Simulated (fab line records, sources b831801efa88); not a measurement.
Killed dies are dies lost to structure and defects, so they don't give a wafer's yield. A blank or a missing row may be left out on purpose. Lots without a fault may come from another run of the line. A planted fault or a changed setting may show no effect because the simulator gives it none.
Problem report in the 8D (eight disciplines) form, filled by code | flow sky130 | the parts of the form that need people (team, actions taken, sign-off) are left out

1. THE PROBLEM
developer_temp_C at SKY_NWELL_DEVELOP_22 reads a mean of 22.00 C on 6 wafers of 2 lots; wafers without a fault read 22.99 C with a standard deviation of 0.099. That is -10 standard deviations from the usual mean.
The step: develop time 60 s.
First seen on wafer L757.2, day 10 04:00, on litho_track-04. The record holds 39 wafers of 13 lots with a number at this step. Rule for "out", or "out of limits": more than 4 standard deviations from the usual mean. The other wafers with a number count as sound.

2. WHAT IT IS AND WHAT IT IS NOT
question                    | is                     | is not
which readings at this step | developer_temp_C       | -
which lots                  | L757, L758             | L738, L739, L740, L743, L744, L745, L748, L750, L759, L760, L761
which wafers of those lots  | all that have a number | -
read on which tools         | litho_track-04         | litho_track-01, litho_track-03
when                        | from day 10 04:00      | up to then (24 sound wafers); but 9 sound wafers of L759, L760, L761 came after

3. SUSPECTS, AND WHAT RULES EACH OUT
Counting: a tool at a process step up to the reading stays a suspect if it ran every lot that is out and no sound lot after the first of them.
- rie_si-02 at SKY_FIELD_ISO_ETCH_17 (etches Si in HBr/Cl2/O2, target depth 342 nm, time 97.7 s): ruled out as a lasting fault. Sound lots L760 ran on it after its first lot that is out, L757 (day 6 06:31).
- litho_track-04 at SKY_NWELL_DEVELOP_22 (develop time 60 s): kept. It ran every lot that is out, first L757 (day 10 04:00), and no sound lot after that; its last sound lot up to then is L750 (day 8 12:00). Its own readings are out on those wafers: developer_temp_C.
Left after counting: litho_track-04 at SKY_NWELL_DEVELOP_22.

4. THE CAUSE (what the simulator had put in)
Process parameter drift: litho_track-04, from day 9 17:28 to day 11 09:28, at SKY_NWELL_DEVELOP_22. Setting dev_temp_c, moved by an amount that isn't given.
Counting left only this tool.

5. THE CHAIN OF EFFECTS, in route order
Each row: a reading whose mean over the struck wafers that have a number lies more than 3 standard deviations from the usual. Only readings for which the record gives a usual standard deviation are gone through. hours: the time from each lot's start at the first step in this table that gives one to its start at this step, as a median over the lots. sigmas: the change in usual standard deviations.
hours | step                 | reading          | usual   | on struck wafers | change | sigmas
0     | SKY_NWELL_DEVELOP_22 | developer_temp_C | 22.99 C | 22.00            | -0.99  | -10
The process steps in it:
- SKY_NWELL_DEVELOP_22: develop time 60 s.
Later measuring or inspecting steps at which every struck wafer that the step has a row for has a number for every such reading, and none has moved that far: SKY_VT_ADJUST_HVTP_OVL_MEAS_08.

6. WHAT WOULD HAVE CAUGHT IT SOONER
In this record the first reading out of limits was taken at day 10 04:00, 11 hours after the fault began at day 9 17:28.
